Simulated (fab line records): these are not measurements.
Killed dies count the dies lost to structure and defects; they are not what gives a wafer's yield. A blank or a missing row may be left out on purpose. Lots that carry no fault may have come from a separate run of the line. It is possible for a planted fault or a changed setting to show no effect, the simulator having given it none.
Chamber matching    flow sky130    SKY_VIA1_CMP_02 on cmp-01 has 4 sister chambers
The step polishes SiO2. 24 wafers are shown with their chamber, then 12 later ones without.

WAFERS WITH THEIR CHAMBER
wafer   chamber  motor_current_A (A)  slurry_filter_dp_kPa (kPa)
L074.2  0        12.2                 13.35
L074.3  2        10.9                 13.44
L074.6  1        12.6                 13.58
L077.1  3        10.5                 13.43
L077.5  0        13.1                 13.62
L077.6  1        11.7                 13.57
L079.1  0        12.9                 13.54
L079.2  2        11.4                 13.39
L079.4  1        12.3                 13.60
L082.2  3        9.9                  13.30
L082.3  2        10.9                 13.53
L082.5  1        11.8                 13.30
L083.1  0        12.6                 13.40
L083.3  2        10.8                 13.36
L083.5  2        10.4                 13.75
L085.3  0        13.1                 13.54
L085.4  2        11.7                 13.33
L085.6  3        10.4                 13.71
L086.1  2        10.8                 13.73
L086.4  0        12.4                 13.64
L086.6  1        12.0                 13.33
L089.1  0        13.2                 13.33
L089.2  2        10.8                 13.62
L089.4  1        11.6                 13.52

SIGNATURES (means of the wafers above)
reading               chamber 0  chamber 1  chamber 2  chamber 3  scatter within a chamber
motor_current_A       12.786     12.000     10.963     10.267     0.387
slurry_filter_dp_kPa  13.4886    13.4833    13.5188    13.4800    0.153
Rule: for each reading, subtract the chamber's mean from the wafer's reading, divide by that reading's scatter and square the result; add these up over the readings and take the root, which gives the wafer's distance from the chamber. If the next closest chamber is less than 2 further off than the closest, the wafer can't be placed; otherwise it belongs to the closest. The scatter is the square root of a quotient: the sum, over the shown wafers, of each reading's squared deviation from its chamber's mean, divided by wafers minus chambers.

WAFERS WHOSE CHAMBER IS MISSING
wafer   motor_current_A (A)  slurry_filter_dp_kPa (kPa)
L091.2  12.8                 13.50
L091.3  10.2                 13.83
L091.6  10.3                 13.57
L094.3  11.2                 13.66
L094.4  11.8                 13.50
L094.5  10.9                 13.47
L095.3  11.6                 13.54
L095.4  10.2                 13.66
L095.6  9.9                  13.73
L096.2  10.4                 13.48
L096.5  12.2                 13.46
L096.6  12.2                 13.34

EACH ONE'S CHAMBER
wafer   from the rows above           in truth
L091.2  can't be placed: 0 or 1       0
L091.3  can't be placed: 3 or 2       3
L091.6  can't be placed: 3 or 2       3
L094.3  can't be placed: 2 or 1 or 3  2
L094.4  can't be placed: 1 or 2       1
L094.5  can't be placed: 2 or 3       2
L095.3  can't be placed: 1 or 2 or 0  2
L095.4  can't be placed: 3 or 2       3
L095.6  can't be placed: 3 or 2       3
L096.2  can't be placed: 3 or 2       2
L096.5  can't be placed: 1 or 0       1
L096.6  can't be placed: 1 or 0       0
Placed correctly: 0 of 12. Not placeable from these rows: 12 (in 12, the candidates include the true chamber). Wrongly placed: 0.
